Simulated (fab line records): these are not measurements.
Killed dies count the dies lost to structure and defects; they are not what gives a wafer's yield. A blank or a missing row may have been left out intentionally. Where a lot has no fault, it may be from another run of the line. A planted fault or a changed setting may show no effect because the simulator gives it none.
Which tool did it? :: flow gf180mcu :: Sampling: 15 lots, 45 wafers, 2 of 602 route steps

== WHAT EACH GAUGE READ, for each wafer ==
GF_SAB_THK_MEAS_01. Usual: SAB_CVD_00_THK typically reads 49.7 nm, with standard deviation 0.6.
lot: L842
measured: day 14 11:04
on: film metro-03
SAB_CVD_00_THK (nm): 49.7 50.5 50.3
flag: 

lot: L843
measured: day 14 18:16
on: film metro-03
SAB_CVD_00_THK (nm): 50.1 50.5 50.4
flag: 

lot: L846
measured: day 15 16:19
on: film metro-02
SAB_CVD_00_THK (nm): 49.6 50.2 50.4
flag: 

lot: L847
measured: day 16 04:07
on: film metro-02
SAB_CVD_00_THK (nm): 49.4 50.4 50.2
flag: 

lot: L848
measured: day 16 09:30
on: film metro-03
SAB_CVD_00_THK (nm): 49.6 49.6 49.9
flag: 

lot: L849
measured: day 16 20:00
on: film metro-02
SAB_CVD_00_THK (nm): 49.6 48.8 48.3
flag: 

lot: L851
measured: day 17 06:58
on: film metro-02
SAB_CVD_00_THK (nm): 48.4 48.4 49.5
flag: 

lot: L852
measured: day 17 15:20
on: film metro-04
SAB_CVD_00_THK (nm): 49.1 49.3 49.8
flag: 

lot: L853
measured: day 18 00:04
on: film metro-03
SAB_CVD_00_THK (nm): 49.6 49.5 49.8
flag: 

lot: L860
measured: day 20 12:43
on: film metro-02
SAB_CVD_00_THK (nm): 49.4 49.7 50.0
flag: 

lot: L861
measured: day 20 20:29
on: film metro-04
SAB_CVD_00_THK (nm): 49.7 50.3 50.2
flag: 

lot: L862
measured: day 21 05:40
on: film metro-02
SAB_CVD_00_THK (nm): 49.2 48.6 50.2
flag: 

lot: L863
measured: day 21 17:41
on: film metro-03
SAB_CVD_00_THK (nm): 49.3 48.4 49.6
flag: 

lot: L864
measured: day 21 19:37
on: film metro-02
SAB_CVD_00_THK (nm): 49.7 50.5 50.2
flag: 

lot: L865
measured: day 22 00:32
on: film metro-04
SAB_CVD_00_THK (nm): 50.3 50.0 50.5
flag: 

GF_SAB_CD_MEAS_09: target cd 420 nm. Usual: 419.8 nm for cd nm, sd 2.
lot: L842
measured: day 15 07:59
on: cd sem-02
cd nm (nm): 418.1 420.7 420.7
flag: 

lot: L843
measured: day 15 15:52
on: cd sem-01
cd nm (nm): 419.3 419.8 422.0
flag: 

lot: L846
measured: day 16 13:43
on: cd sem-02
cd nm (nm): 421.7 420.3 419.6
flag: 

lot: L847
measured: day 17 02:36
on: cd sem-02
cd nm (nm): 416.6 416.8 415.7
flag: 

lot: L848
measured: day 17 07:32
on: cd sem-01
cd nm (nm): 421.1 419.1 419.6
flag: 

lot: L849
measured: day 17 19:05
on: cd sem-02
cd nm (nm): 420.5 418.3 418.6
flag: 

lot: L851
measured: day 18 06:05
on: cd sem-01
cd nm (nm): 421.0 422.5 420.4
flag: 

lot: L852
measured: day 18 15:10
on: cd sem-01
cd nm (nm): 418.6 419.7 418.2
flag: 

lot: L853
measured: day 18 23:59
on: cd sem-02
cd nm (nm): 419.4 418.1 420.6
flag: 

lot: L860
measured: day 21 12:54
on: cd sem-01
cd nm (nm): 419.1 417.7 418.2
flag: 

lot: L861
measured: day 21 20:37
on: cd sem-02
cd nm (nm): 423.1 424.7 421.1
flag: 

lot: L862
measured: day 22 05:29
on: cd sem-02
cd nm (nm): 418.9 419.6 420.0
flag: 

lot: L863
measured: day 22 17:07
on: cd sem-02
cd nm (nm): 422.5 419.8 422.8
flag: 

lot: L864
measured: day 22 18:35
on: cd sem-02
cd nm (nm): 417.9 416.9 417.5
flag: 

lot: L865
measured: day 22 23:30
on: cd sem-02
cd nm (nm): 419.8 418.5 419.1
flag: 

== WHAT TOOL EACH LOT RAN ON (gives the tool, then ch and the chambers of the sampled wafers, and finally the start) ==
Record: no process step prior to these readings.

== AS READ BY THE TOOLS THEMSELVES (means over the sampled wafers that have a number; for cases with no such wafer, the mark the record gives instead) ==
The record holds no such reading with a usual standard deviation.

== THE ANSWER, worked out from the rows above alone ==
Rule: take the mean of a lot's wafers that have a number; if it is more than 3 standard deviations from the usual mean, the lot is off. A lot without any number at a reading at which 4 lots or more have one is off too. Where the step has rows for the other lots, those lots are counted as sound. After the gauges, taken in route order, come the tools' own readings; for these a lot's mean is taken, as printed above. The first step at which some lot is off is used, and at that step the reading that is off furthest; a lot without a number counts as furthest.
No lot is off on any of the readings shown, so nothing can be concluded from this.

== WHAT THE SIMULATOR HAD INSERTED ==
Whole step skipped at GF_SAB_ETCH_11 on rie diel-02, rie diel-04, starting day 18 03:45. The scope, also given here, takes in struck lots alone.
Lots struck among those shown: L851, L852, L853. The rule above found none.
